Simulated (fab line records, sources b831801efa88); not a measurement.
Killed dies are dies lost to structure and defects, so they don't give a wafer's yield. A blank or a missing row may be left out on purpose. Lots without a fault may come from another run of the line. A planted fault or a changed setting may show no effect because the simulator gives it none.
fab line records | flow gf180mcu
record lots=5 wafers=15 last_day=33
route steps=602 shown V4@500 MIM@503 M5@526
lots that met no fault: from a run of the same line without faults
start_h: hours from the record's first day to the start of the lot's first wafer shown | wait_h: hours since the lot's step before | " the same as in the row above | L1.1+2: a row that stands for several wafers | - no value, or no start given | * or withheld: withheld | < > ~ a bound
route shown NAME@n: a module of which the file shows steps, and the number in the route of the first | usual: mean/standard deviation of fault-free wafers | same: alike in all rows | chamber/n: place in a boat | sites: the reading at each site | _std_site: their standard deviation | _edge_site: outer sites' mean less inner sites' | radius_mm: how far each site lies from the wafer's centre | mask NAME#n: copy n | behind: the tool/chamber that last shaped the wafer | hold: why the lot was held/for how many hours/how that ended | device: the transistor (n, p or np) that didn't switch | end of line: the same wafers' tests at the end of the route | a step without rows: its recipe alone | killed: dies lost to structure and defects at the first sort, not the wafer's yield | map: a wafer's dies, x killed, . not, _ none there
set.NAME: the setting as run; set.NAME@STEP: as run at that earlier step | model.NAME: the simulator's own value behind a step, which no gauge read
lots at some steps of the route; a table a step, a row a wafer
services: from which hour (start_h, from the record's first day; less than 0 if before it) a tool's chamber was out of use, for how many hours, and why
## steps
# step GF_V4_RS_MEAS_24
# recipe thk_meas_gauge=four-point-probe reads=W_of_V4_CVD_23+TiN_of_V4_SPUTTER_22+Ti_of_V4_SPUTTER_21
# usual V4_W_RS=0.325/0.0038
# columns lot.wafer tool chamber start_h wait_h V4_W_RS[ohm/sq]
L081.1 film_metro-04 - 619.04 0.1 0.324
L081.2 " - " " 0.325
L081.6 " - " " 0.322
L084.1 film_metro-03 - 643.88 0.1 0.326
L084.3 " - " " 0.324
L084.5 " - " " 0.320
L089.1 film_metro-03 - 684.81 0.1 0.333
L089.2 " - " " 0.325
L089.5 " - " " 0.335
L092.2 film_metro-04 - 701.07 0.1 0.324
L092.4 " - " " 0.323
L092.6 " - " " 0.320
L094.3 film_metro-03 - 708.57 0.1 0.327
L094.4 " - " " 0.326
L094.5 " - " " 0.330
# step GF_V4_THK_MEAS_25
# recipe thk_meas_gauge=xrf reads=W_of_V4_CVD_23
# usual V4_W_THK=352/6.1
# columns lot.wafer tool chamber start_h wait_h V4_W_THK[nm]
L081.1 film_metro-04 - 619.16 0.1 358
L081.2 " - " " 358
L081.6 " - " " 361
L084.1 film_metro-03 - 644.00 0.1 354
L084.3 " - " " 357
L084.5 " - " " 361
L089.1 film_metro-03 - 684.93 0.1 342
L089.2 " - " " 352
L089.5 " - " " 340
L092.2 film_metro-04 - 701.18 0.1 360
L092.4 " - " " 358
L092.6 " - " " 363
L094.3 film_metro-03 - 708.67 0.1 352
L094.4 " - " " 352
L094.5 " - " " 348
# step GF_V4_CMP_26
# recipe stop_on=SiO2 down_force_psi=3.5 platen_rpm=60 t_overpolish_s=15 target_thk_nm=0 pad_velocity_m_s=0.94248
# usual motor_current_A=11.0/0.87 overpolish_run_s=15.000/0.01 slurry_filter_dp_kPa=13.50/0.13 time_to_endpoint_s=84/4.5
# columns lot.wafer tool chamber start_h wait_h motor_current_A overpolish_run_s slurry_filter_dp_kPa time_to_endpoint_s
L081.1 cmp-02 2 619.22 0.1 12.2 14.992 13.67 82
L081.2 " 0 " " 10.3 15.011 13.66 88
L081.6 " 2 " " 12.4 15.008 13.57 84
L084.1 cmp-02 0 644.06 0.1 10.5 14.998 13.48 86
L084.3 " 3 " " 10.3 15.013 13.51 79
L084.5 " 1 " " 11.5 14.987 13.38 82
L089.1 cmp-02 3 685.04 0.1 10.0 14.977 13.21 78
L089.2 " 1 " " 10.8 14.984 13.67 84
L089.5 " 2 " " 12.1 14.992 13.36 81
L092.4 cmp-01 2 701.28 0.1 9.6 15.004 13.55 87
L092.2 " 0 " " 11.1 15.009 13.34 90
L092.6 " 2 " " 10.1 15.011 13.48 89
L094.3 cmp-02 2 708.71 0.0 11.7 15.001 13.40 87
L094.4 " 3 " " 10.2 14.990 13.78 83
L094.5 " 3 " " 10.0 15.004 13.52 81
# step GF_MIM_SPUTTER_00
# recipe material=Ti target_thk_nm=37.5 arriving_ion_energy_ev=80 substrate_temp_c=200 chamber_pressure_pa=2 power_w=4000 time_s=150
# usual throttle_valve_pct=29.8/1.2
# columns lot.wafer tool chamber start_h wait_h throttle_valve_pct
L081.1 pvd_sputter-02 - 619.52 0.2 30.5
L081.2 " - " " 29.8
L081.6 " - " " 30.3
L084.1 pvd_sputter-01 - 644.36 0.2 29.7
L084.3 " - " " 30.0
L084.5 " - " " 31.2
L089.1 pvd_sputter-03 - 685.29 0.2 30.9
L089.2 " - " " 28.6
L089.5 " - " " 31.0
L092.2 pvd_sputter-01 - 701.53 0.1 31.2
L092.4 " - " " 29.5
L092.6 " - " " 29.8
L094.3 pvd_sputter-03 - 709.01 0.2 30.8
L094.4 " - " " 28.5
L094.5 " - " " 29.8
# step GF_MIM_SPUTTER_01
# recipe material=TiN target_thk_nm=30 power_w=6500 time_s=24.31 chamber_pressure_pa=0.4
# usual throttle_valve_pct=29.8/1.2
# columns lot.wafer tool chamber start_h wait_h throttle_valve_pct
L081.1 pvd_sputter-02 - 619.62 0.1 30.4
L081.2 " - " " 29.9
L081.6 " - " " 30.2
L084.1 pvd_sputter-01 - 644.46 0.1 30.1
L084.3 " - " " 29.5
L084.5 " - " " 31.4
L089.1 pvd_sputter-03 - 685.39 0.1 30.9
L089.2 " - " " 28.3
L089.5 " - " " 31.1
L092.2 pvd_sputter-01 - 701.63 0.1 31.1
L092.4 " - " " 29.8
L092.6 " - " " 29.7
L094.3 pvd_sputter-03 - 709.11 0.1 31.1
L094.4 " - " " 28.6
L094.5 " - " " 29.6
# step GF_MIM_SPUTTER_02
# recipe material=AlCu target_thk_nm=450 power_w=10600 time_s=23.9 chamber_pressure_pa=0.4
# usual throttle_valve_pct=29.8/1.2
# columns lot.wafer tool chamber start_h wait_h throttle_valve_pct
L081.1 pvd_sputter-02 - 619.65 0.0 30.2
L081.2 " - " " 29.7
L081.6 " - " " 30.3
L084.1 pvd_sputter-01 - 644.49 0.0 30.0
L084.3 " - " " 29.6
L084.5 " - " " 31.2
L089.1 pvd_sputter-03 - 685.42 0.0 31.0
L089.2 " - " " 28.6
L089.5 " - " " 31.2
L092.2 pvd_sputter-01 - 701.66 0.0 31.3
L092.4 " - " " 29.9
L092.6 " - " " 29.6
L094.3 pvd_sputter-03 - 709.14 0.0 30.8
L094.4 " - " " 28.4
L094.5 " - " " 29.4
# step GF_MIM_SPUTTER_03
# recipe material=Ti target_thk_nm=10 substrate_temp_c=300 chamber_pressure_pa=0.3 power_w=3000 time_s=6.7
# usual throttle_valve_pct=29.8/1.2
# columns lot.wafer tool chamber start_h wait_h throttle_valve_pct
L081.1 pvd_sputter-02 - 619.68 0.0 30.3
L081.2 " - " " 29.8
L081.6 " - " " 30.2
L084.1 pvd_sputter-01 - 644.52 0.0 30.1
L084.3 " - " " 29.6
L084.5 " - " " 31.3
L089.1 pvd_sputter-03 - 685.45 0.0 31.0
L089.2 " - " " 28.5
L089.5 " - " " 31.2
L092.2 pvd_sputter-01 - 701.69 0.0 31.3
L092.4 " - " " 29.7
L092.6 " - " " 29.9
L094.3 pvd_sputter-03 - 709.17 0.0 31.0
L094.4 " - " " 28.2
L094.5 " - " " 29.6
# step GF_MIM_SPUTTER_04
# recipe material=TiN target_thk_nm=50 power_w=6500 time_s=41.7 chamber_pressure_pa=0.4
# usual throttle_valve_pct=29.7/1.2
# columns lot.wafer tool chamber start_h wait_h throttle_valve_pct
L081.1 pvd_sputter-02 - 619.70 0.0 30.1
L081.2 " - " " 29.9
L081.6 " - " " 30.3
L084.1 pvd_sputter-01 - 644.54 0.0 30.2
L084.3 " - " " 29.9
L084.5 " - " " 31.0
L089.1 pvd_sputter-03 - 685.47 0.0 31.0
L089.2 " - " " 28.2
L089.5 " - " " 31.3
L092.2 pvd_sputter-01 - 701.72 0.0 31.1
L092.4 " - " " 29.7
L092.6 " - " " 29.5
L094.3 pvd_sputter-03 - 709.19 0.0 31.4
L094.4 " - " " 28.5
L094.5 " - " " 29.7
# step GF_MIM_CVD_05
# recipe material=Si3N4 target_thk_nm=42 temp_max_c=400 temp_c=385 time_s=29.086 rf_w=450
# usual heater_power_w=637/88
# columns lot.wafer tool chamber start_h wait_h heater_power_w
L081.1 pecvd-04 1 619.74 0.0 642
L081.2 " 0 " " 528
L081.6 " 0 " " 530
L084.1 pecvd-03 2 644.58 0.0 734
L084.3 " 1 " " 570
L084.5 " 1 " " 584
L089.1 pecvd-01 1 685.51 0.0 726
L089.2 " 0 " " 688
L089.5 " 2 " " 651
L092.2 pecvd-03 0 701.76 0.0 566
L092.4 " 0 " " 575
L092.6 " 1 " " 611
L094.3 pecvd-01 0 709.23 0.0 617
L094.4 " 2 " " 754
L094.5 " 1 " " 712
# step GF_MIM_THK_MEAS_06
# recipe reads=Si3N4_of_MIM_CVD_05
# usual MIM_CVD_05_THK=41.8/0.69
# columns lot.wafer tool chamber start_h wait_h MIM_CVD_05_THK[nm]
L081.1 film_metro-02 - 619.78 0.0 41.9
L081.2 " - " " 40.9
L081.6 " - " " 42.1
L084.1 film_metro-02 - 644.62 0.0 41.9
L084.3 " - " " 41.5
L084.5 " - " " 41.5
L089.1 film_metro-04 - 685.54 0.0 41.2
L089.2 " - " " 40.3
L089.5 " - " " 41.6
L092.2 film_metro-03 - 701.80 0.0 40.7
L092.4 " - " " 41.3
L092.6 " - " " 41.9
L094.3 film_metro-02 - 709.28 0.0 40.6
L094.4 " - " " 41.9
L094.5 " - " " 42.2
# step GF_MIM_SPUTTER_07
# recipe material=TiN target_thk_nm=60 power_w=6500 time_s=50 chamber_pressure_pa=0.4
# usual throttle_valve_pct=29.6/1.4
# columns lot.wafer tool chamber start_h wait_h throttle_valve_pct
L081.1 pvd_sputter-01 - 619.84 0.1 29.9
L081.2 " - " " 29.8
L081.6 " - " " 30.9
L084.1 pvd_sputter-02 - 644.68 0.1 29.9
L084.3 " - " " 30.2
L084.5 " - " " 26.1
L089.1 pvd_sputter-01 - 685.60 0.1 30.0
L089.2 " - " " 29.5
L089.5 " - " " 31.0
L092.2 pvd_sputter-02 - 701.85 0.0 29.8
L092.4 " - " " 28.3
L092.6 " - " " 28.3
L094.3 pvd_sputter-01 - 709.32 0.0 31.2
L094.4 " - " " 29.7
L094.5 " - " " 29.5
# step GF_MIM_SPUTTER_08
# recipe material=AlCu target_thk_nm=200 power_w=10600 time_s=10.6 chamber_pressure_pa=0.4
# usual throttle_valve_pct=29.6/1.4
# columns lot.wafer tool chamber start_h wait_h throttle_valve_pct
L081.1 pvd_sputter-01 - 619.88 0.0 29.9
L081.2 " - " " 30.1
L081.6 " - " " 31.0
L084.1 pvd_sputter-02 - 644.72 0.0 29.9
L084.3 " - " " 30.3
L084.5 " - " " 26.3
L089.1 pvd_sputter-01 - 685.64 0.0 29.6
L089.2 " - " " 29.7
L089.5 " - " " 31.0
L092.2 pvd_sputter-02 - 701.89 0.0 29.9
L092.4 " - " " 28.0
L092.6 " - " " 28.4
L094.3 pvd_sputter-01 - 709.37 0.0 31.2
L094.4 " - " " 29.6
L094.5 " - " " 29.8
# step GF_MIM_SPUTTER_09
# recipe material=TiN target_thk_nm=35 power_w=6500 time_s=29.2 chamber_pressure_pa=0.4
# usual throttle_valve_pct=29.6/1.4
# columns lot.wafer tool chamber start_h wait_h throttle_valve_pct
L081.1 pvd_sputter-01 - 619.90 0.0 29.9
L081.2 " - " " 30.1
L081.6 " - " " 31.0
L084.1 pvd_sputter-02 - 644.74 0.0 30.2
L084.3 " - " " 30.1
L084.5 " - " " 26.5
L089.1 pvd_sputter-01 - 685.67 0.0 29.7
L089.2 " - " " 29.7
L089.5 " - " " 30.9
L092.2 pvd_sputter-02 - 701.91 0.0 29.9
L092.4 " - " " 28.4
L092.6 " - " " 28.3
L094.3 pvd_sputter-01 - 709.39 0.0 31.3
L094.4 " - " " 29.6
L094.5 " - " " 29.6
# step GF_MIM_RS_MEAS_10
# recipe thk_meas_gauge=four-point-probe reads=TiN_of_MIM_SPUTTER_09+AlCu_of_MIM_SPUTTER_08+TiN_of_MIM_SPUTTER_07
# usual MIM_ALCU_RS=0.1597/0.0019
# columns lot.wafer tool chamber start_h wait_h MIM_ALCU_RS[ohm/sq]
L081.1 film_metro-03 - 619.94 0.0 0.1582
L081.2 " - " " 0.1589
L081.6 " - " " 0.1594
L084.1 film_metro-02 - 644.78 0.0 0.1619
L084.3 " - " " 0.1595
L084.5 " - " " 0.1637
L089.1 film_metro-02 - 685.70 0.0 0.1614
L089.2 " - " " 0.1569
L089.5 " - " " 0.1580
L092.2 film_metro-02 - 701.97 0.0 0.1609
L092.4 " - " " 0.1634
L092.6 " - " " 0.1646
L094.3 film_metro-04 - 709.46 0.1 0.1607
L094.4 " - " " 0.1582
L094.5 " - " " 0.1587
# step GF_MIM_THK_MEAS_11
# recipe thk_meas_gauge=xrf reads=AlCu_of_MIM_SPUTTER_08
# usual MIM_ALCU_THK=199.3/2.7
# columns lot.wafer tool chamber start_h wait_h MIM_ALCU_THK[nm]
L081.1 film_metro-03 - 620.06 0.1 202.5
L081.2 " - " " 201.8
L081.6 " - " " 200.0
L084.1 film_metro-02 - 644.90 0.1 195.8
L084.3 " - " " 197.9
L084.5 " - " " 191.8
L089.1 film_metro-02 - 685.82 0.1 194.7
L089.2 " - " " 201.7
L089.5 " - " " 199.5
L092.2 film_metro-02 - 702.08 0.1 194.5
L092.4 " - " " 192.5
L092.6 " - " " 193.1
L094.3 film_metro-04 - 709.56 0.1 200.0
L094.4 " - " " 203.2
L094.5 " - " " 203.4
# step GF_MIM_DEHYDRATE_12
# recipe temp_c=200 time_s=60
# usual plate_temp_C=200.00/0.16 resist_line_temp_C=22.99/0.1
# columns lot.wafer tool chamber start_h wait_h plate_temp_C resist_line_temp_C
L081.1 litho_track-04 0 629.60 9.5 199.94 22.88
L081.2 " 0 " " 199.88 22.83
L081.6 " 0 " " 199.94 22.90
L084.1 litho_track-04 0 654.15 9.2 200.29 22.96
L084.3 " 0 " " 200.20 23.00
L084.5 " 0 " " 200.16 22.94
L089.1 litho_track-02 0 694.90 9.1 200.24 23.20
L089.2 " 0 " " 200.02 23.10
L089.5 " 0 " " 200.12 23.18
L092.2 litho_track-02 0 710.53 8.4 199.97 23.05
L092.4 " 0 " " 200.06 22.93
L092.6 " 0 " " 200.31 22.93
L094.3 litho_track-02 0 717.95 8.4 199.97 23.13
L094.4 " 0 " " 199.99 23.03
L094.5 " 0 " " 199.83 23.06
# step GF_MIM_HMDS_13
# recipe prime_time_s=60 prime_temp_c=120
# usual resist_line_temp_C=23.00/0.11
# columns lot.wafer tool chamber start_h wait_h resist_line_temp_C
L081.1 litho_track-04 0 629.75 0.1 23.09
L081.2 " 0 " " 22.81
L081.6 " 0 " " 22.96
L084.1 litho_track-04 0 654.30 0.1 23.09
L084.3 " 0 " " 23.09
L084.5 " 0 " " 23.11
L089.1 litho_track-02 0 695.05 0.1 22.87
L089.2 " 0 " " 23.20
L089.5 " 0 " " 22.76
L092.2 litho_track-02 0 710.68 0.1 22.85
L092.4 " 0 " " 22.95
L092.6 " 0 " " 23.09
L094.3 litho_track-02 0 718.10 0.1 23.04
L094.4 " 0 " " 23.07
L094.5 " 0 " " 23.04
# step GF_MIM_COAT_14
# recipe resist=NOVOLAK spin_rpm=3000 resist_thk_nm=1000
# usual resist_line_temp_C=22.99/0.11
# columns lot.wafer tool chamber start_h wait_h resist_line_temp_C
L081.1 litho_track-04 0 629.90 0.1 22.87
L081.2 " 0 " " 23.00
L081.6 " 0 " " 23.07
L084.1 litho_track-04 0 654.45 0.1 22.81
L084.3 " 0 " " 22.92
L084.5 " 0 " " 22.87
L089.1 litho_track-02 0 695.20 0.1 22.94
L089.2 " 0 " " 23.05
L089.5 " 0 " " 22.78
L092.2 litho_track-02 0 710.83 0.1 23.09
L092.4 " 0 " " 22.95
L092.6 " 0 " " 23.05
L094.3 litho_track-02 0 718.25 0.1 22.90
L094.4 " 0 " " 23.17
L094.5 " 0 " " 23.09
# step GF_MIM_SOFTBAKE_15
# recipe temp_c=90 time_s=60 resist=NOVOLAK
# usual plate_temp_C=90.00/0.13 resist_line_temp_C=23.02/0.098
# columns lot.wafer tool chamber start_h wait_h plate_temp_C resist_line_temp_C
L081.1 litho_track-04 0 630.05 0.1 90.03 23.04
L081.2 " 0 " " 90.02 22.84
L081.6 " 0 " " 90.20 22.93
L084.1 litho_track-04 0 654.60 0.1 90.06 23.09
L084.3 " 0 " " 89.97 23.09
L084.5 " 0 " " 90.05 23.07
L089.1 litho_track-02 0 695.35 0.1 90.05 23.01
L089.2 " 0 " " 90.02 23.02
L089.5 " 0 " " 90.16 23.10
L092.2 litho_track-02 0 710.98 0.1 89.95 22.93
L092.4 " 0 " " 89.91 22.94
L092.6 " 0 " " 90.03 23.03
L094.3 litho_track-02 0 718.40 0.1 89.85 22.94
L094.4 " 0 " " 89.88 22.90
L094.5 " 0 " " 89.91 22.97
# step GF_MIM_EXPOSE_16
# recipe mask_id=FuseTop target_cd_nm=2000 na=0.6 source_shape=conventional sigma_outer=0.6 dose_mj=140
# usual exposure_dose_mJ_cm2=140.01/0.13 reticle_temp_C=22.99/0.12
# columns lot.wafer tool chamber start_h wait_h mask exposure_dose_mJ_cm2 reticle_temp_C
L081.1 iline_stepper-02 0 - - FuseTop#0 140.05 22.89
L081.2 " 0 " " FuseTop#0 139.97 22.89
L081.6 " 0 " " FuseTop#0 140.18 22.77
L084.1 iline_stepper-01 0 - - FuseTop#0 140.12 23.07
L084.3 " 0 " " FuseTop#0 139.74 23.11
L084.5 " 0 " " FuseTop#0 140.10 23.03
L089.1 iline_stepper-01 0 - - FuseTop#0 140.05 22.99
L089.2 " 0 " " FuseTop#0 140.00 22.97
L089.5 " 0 " " FuseTop#0 140.03 23.02
L092.2 iline_stepper-02 0 - - FuseTop#0 139.98 22.91
L092.4 " 0 " " FuseTop#0 139.97 23.09
L092.6 " 0 " " FuseTop#0 140.10 23.07
L094.3 iline_stepper-01 0 - - FuseTop#0 139.89 23.15
L094.4 " 0 " " FuseTop#0 139.99 23.10
L094.5 " 0 " " FuseTop#0 140.02 23.10
# step GF_MIM_PEB_17
# recipe temp_c=withheld time_s=* resist=NOVOLAK
# usual resist_line_temp_C=*
# columns lot.wafer tool chamber start_h wait_h resist_line_temp_C
L081.1 litho_track-02 0 - - *
L081.2 " 0 " " *
L081.6 " 0 " " *
L084.1 litho_track-03 0 - - *
L084.3 " 0 " " *
L084.5 " 0 " " *
L089.1 litho_track-02 0 - - *
L089.2 " 0 " " *
L089.5 " 0 " " *
L092.2 litho_track-04 0 - - *
L092.4 " 0 " " *
L092.6 " 0 " " *
L094.3 litho_track-02 0 - - *
L094.4 " 0 " " *
L094.5 " 0 " " *
# step GF_MIM_DEVELOP_18
# recipe develop_time_s=60 dev_temp_c=23
# usual resist_line_temp_C=23.00/0.12
# columns lot.wafer tool chamber start_h wait_h resist_line_temp_C
L081.1 litho_track-02 0 639.61 0.1 22.65
L081.2 " 0 " " 22.94
L081.6 " 0 " " 22.97
L084.1 litho_track-03 0 664.32 0.1 23.14
L084.3 " 0 " " 23.32
L084.5 " 0 " " 23.13
L089.1 litho_track-02 0 704.25 0.1 22.91
L089.2 " 0 " " 23.01
L089.5 " 0 " " 23.03
L092.2 litho_track-04 0 719.18 0.1 23.13
L092.4 " 0 " " 23.06
L092.6 " 0 " " 23.17
L094.3 litho_track-02 0 726.95 0.1 22.98
L094.4 " 0 " " 22.98
L094.5 " 0 " " 23.08
# step GF_MIM_METAL_ETCH_19
# recipe chemistry=Cl2/BCl3 mask_material=NOVOLAK stop_on=Si3N4 target_depth_nm=324.5 pressure_mtorr=8 icp_w=800 bias_w=140 Cl2_flow_sccm=80 bcl3_flow_sccm=40 time_s=54.1
# usual chamber_pressure_mTorr=8.000/0.0073 drypump_motor_current_A=5.4/0.51 oes_product_au=0.943/0.0067 throttle_valve_pct=28.281/0.011
# columns lot.wafer tool chamber start_h wait_h chamber_pressure_mTorr drypump_motor_current_A oes_product_au rf_hours_counter_h throttle_valve_pct
L081.1 rie_metal-02 0 639.76 0.1 7.983 5.4 0.947 9 28.270
L081.2 " 1 " " 8.006 5.3 0.954 11 28.261
L081.6 " 1 " " 8.002 5.3 0.944 - 28.271
L084.1 rie_metal-01 0 664.47 0.1 8.001 6.4 0.939 4 28.291
L084.3 " 1 " " 8.007 5.1 0.941 - 28.270
L084.5 " 0 " " 7.996 6.4 0.928 - 28.287
L089.1 rie_metal-02 0 704.40 0.1 7.995 5.3 0.941 11 28.282
L089.2 " 1 " " 7.995 5.3 0.954 13 28.268
L089.5 " 1 " " 7.992 5.3 0.955 - 28.273
L092.2 rie_metal-01 0 719.30 0.1 8.003 6.4 0.949 7 28.277
L092.4 " 0 " " 7.994 6.4 0.936 - 28.290
L092.6 " 1 " " 7.989 5.1 0.929 - 28.300
L094.3 rie_metal-02 1 727.08 0.1 7.992 5.3 0.933 - 28.289
L094.4 " 0 " " 8.002 5.3 0.944 - 28.267
L094.5 " 0 " " 8.006 5.3 0.938 - 28.278
# step GF_MIM_STRIP_20
# recipe chemistry=O2/N2 power_w=1400 pressure_mtorr=1500 platen_temp_c=250 o2_flow_sccm=3000 n2_flow_sccm=300 overash_fraction=0.5
# usual chamber_pressure_mTorr=1500.0/1.3 drypump_motor_current_A=5.7/0.68 heater_power_w=295/18 oes_product_au=0.691/0.0052 strip_time_to_endpoint_s=11.20/0.034
# columns lot.wafer tool chamber start_h wait_h chamber_pressure_mTorr drypump_motor_current_A heater_power_w oes_product_au rf_hours_counter_h strip_time_to_endpoint_s
L081.1 plasma_asher-03 0 639.83 0.0 1499.1 6.1 280 0.689 83 11.20
L081.2 " 1 " " 1499.7 5.8 312 0.686 83 11.12
L081.6 " 1 " " 1500.6 5.7 308 0.691 - 11.18
L084.1 plasma_asher-01 0 664.54 0.0 1500.0 6.4 320 0.689 25 11.18
L084.3 " 1 " " 1499.8 4.9 294 0.697 - 11.22
L084.5 " 0 " " 1497.6 6.3 318 0.683 - 11.12
L089.1 plasma_asher-02 0 704.47 0.0 1501.1 4.8 310 0.697 62 11.17
L089.2 " 1 " " 1501.2 6.6 257 0.695 62 11.19
L089.5 " 0 " " 1502.1 4.8 313 0.690 - 11.21
L092.2 plasma_asher-03 0 719.37 0.0 1497.2 6.0 288 0.694 91 11.16
L092.4 " 1 " " 1500.2 5.7 308 0.694 - 11.20
L092.6 " 0 " " 1500.1 6.0 286 0.681 - 11.24
L094.3 plasma_asher-02 1 727.16 0.1 1500.7 6.6 264 0.691 - 11.21
L094.4 " 0 " " 1500.6 4.8 310 0.695 - 11.27
L094.5 " 1 " " 1496.0 6.6 262 0.690 - 11.22
# step GF_MIM_STRIP_21
# recipe chemistry=post_etch_residue_remover time_s=1200 temp_c=72.5
# columns lot.wafer tool chamber start_h wait_h
L081.1+2+6 wet_bench-02 0 639.93 0.1
L084.1+3+5 wet_bench-01 1 664.64 0.1
L089.1+2+5 wet_bench-04 1 704.57 0.1
L092.2+4+6 wet_bench-01 1 719.47 0.1
L094.3+4+5 wet_bench-04 2 727.22 0.0
# step GF_MIM_CLEAN_22
# recipe chemistry=DIW dry=n2_spin
# columns lot.wafer tool chamber start_h wait_h
L081.1+2+6 wet_bench-04 1 640.27 0.0
L084.1+3+5 wet_bench-02 1 664.98 0.0
L089.1+2+5 wet_bench-01 3 704.95 0.0
L092.2+4+6 wet_bench-04 2 719.81 0.0
L094.3+4+5 wet_bench-02 2 727.91 0.0
# step GF_M5_DEHYDRATE_00
# recipe temp_c=200 time_s=60
# usual plate_temp_C=199.98/0.17 resist_line_temp_C=23.00/0.11
# columns lot.wafer tool chamber start_h wait_h plate_temp_C resist_line_temp_C
L081.1 litho_track-02 0 649.96 9.6 200.35 23.01
L081.2 " 0 " " 200.10 22.85
L081.6 " 0 " " 199.97 23.11
L084.1 litho_track-02 0 673.90 8.8 199.66 23.17
L084.3 " 0 " " 199.86 23.11
L084.5 " 0 " " 200.03 23.07
L089.1 litho_track-02 0 713.30 8.3 199.80 23.21
L089.2 " 0 " " 199.92 23.07
L089.5 " 0 " " 199.79 23.01
L092.2 litho_track-02 0 728.03 8.0 200.22 23.07
L092.4 " 0 " " 200.18 22.97
L092.6 " 0 " " 200.11 22.92
L094.3 litho_track-03 0 736.52 8.5 200.31 22.99
L094.4 " 0 " " 200.15 22.93
L094.5 " 0 " " 200.08 22.96
# step GF_M5_HMDS_01
# recipe prime_time_s=60 prime_temp_c=120
# usual resist_line_temp_C=22.98/0.11
# columns lot.wafer tool chamber start_h wait_h resist_line_temp_C
L081.1 litho_track-02 0 650.11 0.1 22.88
L081.2 " 0 " " 22.96
L081.6 " 0 " " 22.80
L084.1 litho_track-02 0 674.05 0.1 23.01
L084.3 " 0 " " 22.96
L084.5 " 0 " " 23.13
L089.1 litho_track-02 0 713.45 0.1 23.10
L089.2 " 0 " " 23.08
L089.5 " 0 " " 23.09
L092.2 litho_track-02 0 728.18 0.1 22.94
L092.4 " 0 " " 23.04
L092.6 " 0 " " 22.97
L094.3 litho_track-03 0 736.67 0.1 22.84
L094.4 " 0 " " 22.83
L094.5 " 0 " " 22.87
# step GF_M5_COAT_02
# recipe resist=KrF spin_rpm=withheld resist_thk_nm=1000
# usual resist_line_temp_C=23.01/0.1
# columns lot.wafer tool chamber start_h wait_h resist_line_temp_C
L081.1 litho_track-02 0 650.26 0.1 23.00
L081.2 " 0 " " 22.98
L081.6 " 0 " " 22.92
L084.1 litho_track-02 0 674.20 0.1 23.00
L084.3 " 0 " " 22.97
L084.5 " 0 " " 23.05
L089.1 litho_track-02 0 713.60 0.1 22.86
L089.2 " 0 " " 22.93
L089.5 " 0 " " 23.16
L092.2 litho_track-02 0 728.33 0.1 23.20
L092.4 " 0 " " 23.08
L092.6 " 0 " " 22.86
L094.3 litho_track-03 0 736.82 0.1 23.03
L094.4 " 0 " " 22.77
L094.5 " 0 " " 22.87
# step GF_M5_SOFTBAKE_03
# recipe temp_c=130 time_s=60 resist=KrF
# usual plate_temp_C=129.97/0.17 resist_line_temp_C=23.02/0.12
# columns lot.wafer tool chamber start_h wait_h plate_temp_C resist_line_temp_C
L081.1 litho_track-02 0 650.41 0.1 130.14 23.16
L081.2 " 0 " " 129.87 23.16
L081.6 " 0 " " 130.05 23.12
L084.1 litho_track-02 0 674.35 0.1 130.18 23.12
L084.3 " 0 " " 130.08 23.08
L084.5 " 0 " " 130.09 23.09
L089.1 litho_track-02 0 713.75 0.1 130.07 22.85
L089.2 " 0 " " 130.00 22.99
L089.5 " 0 " " 130.01 22.82
L092.2 litho_track-02 0 728.48 0.1 130.21 23.03
L092.4 " 0 " " 129.87 23.16
L092.6 " 0 " " 130.07 23.13
L094.3 litho_track-03 0 736.97 0.1 130.11 23.07
L094.4 " 0 " " 130.01 23.01
L094.5 " 0 " " 130.23 22.90
# step GF_M5_EXPOSE_04
# recipe mask_id=Metal5 target_cd_nm=280 na=0.68 source_shape=conventional sigma_outer=0.6 dose_mj=27.67
# usual exposure_dose_mJ_cm2=28.00/0.031 reticle_temp_C=22.98/0.094
# columns lot.wafer tool chamber start_h wait_h mask exposure_dose_mJ_cm2 reticle_temp_C
L081.1 krf_scanner-02 0 - - Metal5#0 28.05 23.19
L081.2 " 0 " " Metal5#0 28.03 22.93
L081.6 " 0 " " Metal5#0 27.99 23.02
L084.1 krf_scanner-02 0 - - Metal5#0 28.00 22.93
L084.3 " 0 " " Metal5#0 27.95 23.04
L084.5 " 0 " " Metal5#0 28.01 23.10
L089.1 krf_scanner-02 0 - - Metal5#0 28.03 22.86
L089.2 " 0 " " Metal5#0 28.03 22.99
L089.5 " 0 " " Metal5#0 27.99 22.98
L092.2 krf_scanner-02 0 - - Metal5#0 28.05 23.02
L092.4 " 0 " " Metal5#0 28.02 22.96
L092.6 " 0 " " Metal5#0 27.99 22.99
L094.3 krf_scanner-01 0 - - Metal5#0 27.98 22.96
L094.4 " 0 " " Metal5#0 27.95 22.94
L094.5 " 0 " " Metal5#0 27.98 22.87
# step GF_M5_PEB_05
# recipe peb_temp_c=135 peb_time_s=90 resist=KrF
# usual plate_temp_C=134.99/0.14 resist_line_temp_C=23.02/0.09
# columns lot.wafer tool chamber start_h wait_h plate_temp_C resist_line_temp_C
L081.1 litho_track-01 0 - - 135.24 22.98
L081.2 " 0 " " 135.07 23.00
L081.6 " 0 " " 135.11 22.93
L084.1 litho_track-02 0 - - 134.91 23.01
L084.3 " 0 " " 134.90 23.07
L084.5 " 0 " " 135.00 22.86
L089.1 litho_track-03 0 - - 135.15 23.00
L089.2 " 0 " " 135.23 23.07
L089.5 " 0 " " 135.15 22.99
L092.2 litho_track-01 0 - - 134.79 23.03
L092.4 " 0 " " 134.80 22.92
L092.6 " 0 " " 134.98 22.93
L094.3 litho_track-01 0 - - 134.87 23.01
L094.4 " 0 " " 134.76 22.99
L094.5 " 0 " " 134.74 22.98
## services
# columns tool chamber start_h hours kind
iline_stepper-02 - 598.54 4.4 pm
rie_metal-01 0 598.64 21.2 repair
pvd_sputter-03 - 600.52 3.6 repair
rie_metal-01 1 603.35 7.5 repair
krf_scanner-02 - 604.25 1.0 pm
iline_stepper-01 - 611.29 4.4 pm
krf_scanner-02 - 619.22 2.2 repair
cmp-02 - 632.04 4.0 pm
rie_metal-01 - 633.82 0.4 repair
krf_scanner-02 - 635.65 0.8 pm
pecvd-04 1 636.28 7.4 repair
krf_scanner-02 - 642.79 0.3 repair
pvd_sputter-03 - 644.63 0.8 repair
iline_stepper-02 - 654.13 28.9 pm
pecvd-03 - 655.82 0.6 repair
rie_metal-02 - 655.94 0.7 repair
krf_scanner-02 - 683.02 1.3 pm
pvd_sputter-03 - 696.55 4.2 repair
cmp-02 - 697.80 1.0 repair
pecvd-03 0 704.79 8.5 repair
krf_scanner-02 - 708.99 1.1 repair
rie_metal-02 - 715.50 0.4 repair
rie_metal-01 - 720.31 4.1 repair
cmp-02 - 744.14 4.0 pm
## key
fault none
